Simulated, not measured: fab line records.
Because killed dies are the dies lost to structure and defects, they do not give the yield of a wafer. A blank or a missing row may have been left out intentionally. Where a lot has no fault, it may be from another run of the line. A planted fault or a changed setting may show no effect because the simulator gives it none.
Struck lot and sound lot, side by side	flow gf180mcu	18 steps out of a route of 602
Sound: the wafers L477.1, L477.5, L477.6. Struck: wafers L476.1, L476.5 (left out: L476.2, a lot-mate that was not struck); the cause follows at the end.
For every step that has rows: the tool of each side, followed by ch and its chambers, followed by its first start. Under that, the readings that differ: sound wafers	struck wafers	difference of the means	sigmas: that difference in standard deviations of wafers without a fault.
alike: readings with means less than 2 such deviations apart, plus words and numbers identical on both sides. not compared: withheld readings, readings lacking a value on some wafer, bounds such as >300 that could conceal the same value, and numbers that have no deviation in the record and whose values overlap.
The two part at a step that has a row with sigmas, a row that says differs or no value, or rows on one side only. Numbers that have no deviation but don't overlap get no sigmas and don't part them. Lack of a reading on every wafer of one side parts them only where that side has two or more wafers.

first, 3 steps without rows for these wafers: GF_V3_EXPOSE_11 (exposes mask Via3, target cd 260 nm); GF_V3_PEB_12 (peb time 90 s); GF_V3_DEVELOP_13 (develop time 60 s).
GF_V3_CD_MEAS_14: target cd 260 nm.
  struck on cd sem-02, day 24 23:05; sound on cd sem-01, day 25 04:33
  alike: cd nm
GF_V3_OVL_MEAS_15:
  struck on overlay-01, day 24 23:13; sound on overlay-02, day 25 04:40
  alike: V3_OVL
GF_V3_ETCH_16: etches BARC in N2/H2.
  sound on rie diel-01 ch 2,3, day 25 04:42; struck on rie diel-02 ch 0,1, day 24 23:15
  alike: chamber pressure mTorr, drypump motor current A, oes product au, throttle valve pct
GF_V3_ETCH_17: etches SiO2 in C4F8/O2/Ar, stops on TiN, target depth 635 nm.
  sound: rie diel-01 ch 2,3; struck: rie diel-02 ch 0,1
  alike: chamber pressure mTorr, oes product au
GF_V3_STRIP_18: strips in O2/N2.
  sound on plasma asher-03 ch 0,1, day 25 04:50; struck on plasma asher-03 ch 0,1, day 24 23:23
  alike: chamber pressure mTorr, drypump motor current A, heater power w, oes product au
  not compared: rf hours counter h
then, 2 steps without rows for these wafers: GF_V3_STRIP_19 (strips in post etch residue remover, time 1200 s); GF_V3_CLEAN_20 (cleans in DIW).
GF_V3_SPUTTER_21: material Ti, target thk 15 nm, time 80.02 s.
  struck on pvd sputter-01, day 24 23:55; sound on pvd sputter-01, day 25 05:24
  alike: throttle valve pct
GF_V3_SPUTTER_22: material TiN, target thk 10 nm, time 40 s.
  struck on pvd sputter-01, day 24 23:59; sound on pvd sputter-01, day 25 05:28
  alike: throttle valve pct
GF_V3_CVD_23: deposits W, target thk 350 nm, time 104.9 s.
  sound on cvd w-02 ch 0,1, day 25 05:30; struck on cvd w-01 ch 1, day 25 00:01
reading	sound	struck	difference	sigmas
susceptor temp C (C)	400.02 399.62 400.05	412.83 412.81	+12.92	+59
model.W_of_V3_CVD_23.thk nm (nm)	353.2 346.4 352.1	438.7 432.7	+85.1	
  alike: heater power w
  not compared: since wet clean h
GF_V3_RS_MEAS_24: uses a four-point probe to measure.
  struck on film metro-04, day 25 00:08; sound on film metro-03, day 25 05:37
reading	sound	struck	difference	sigmas
V3_W_RS (ohm/sq)	0.324 0.331 0.326	0.261 0.265	-0.064	-16
GF_V3_THK_MEAS_25: measures by xrf.
  struck on film metro-04, day 25 00:15; sound on film metro-03, day 25 05:44
reading	sound	struck	difference	sigmas
V3_W_THK (nm)	352 344 353	445 438	+92	+15
GF_V3_CMP_26: polishes, stops on SiO2, t overpolish 15 s, target thk 0 nm.
  sound on cmp-02 ch 2,3, day 25 05:50; struck on cmp-01 ch 3, day 25 00:21
reading	sound	struck	difference	sigmas
time to endpoint s (s)	88 83 86	103 103	+17	+5
  alike: motor current A
then, 2 steps without rows for these wafers: GF_M4_SPUTTER_00 (material Ti, target thk 37.5 nm, time 150 s); GF_PASSIVATION_PROBE_99.

WHERE THEY PART
Last at GF_V3_CMP_26 as far as this record goes, first at GF_V3_CVD_23.

WHY: the cause the simulator had injected
cvd w-01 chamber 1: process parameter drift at GF_V3_CVD_23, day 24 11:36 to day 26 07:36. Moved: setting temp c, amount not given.
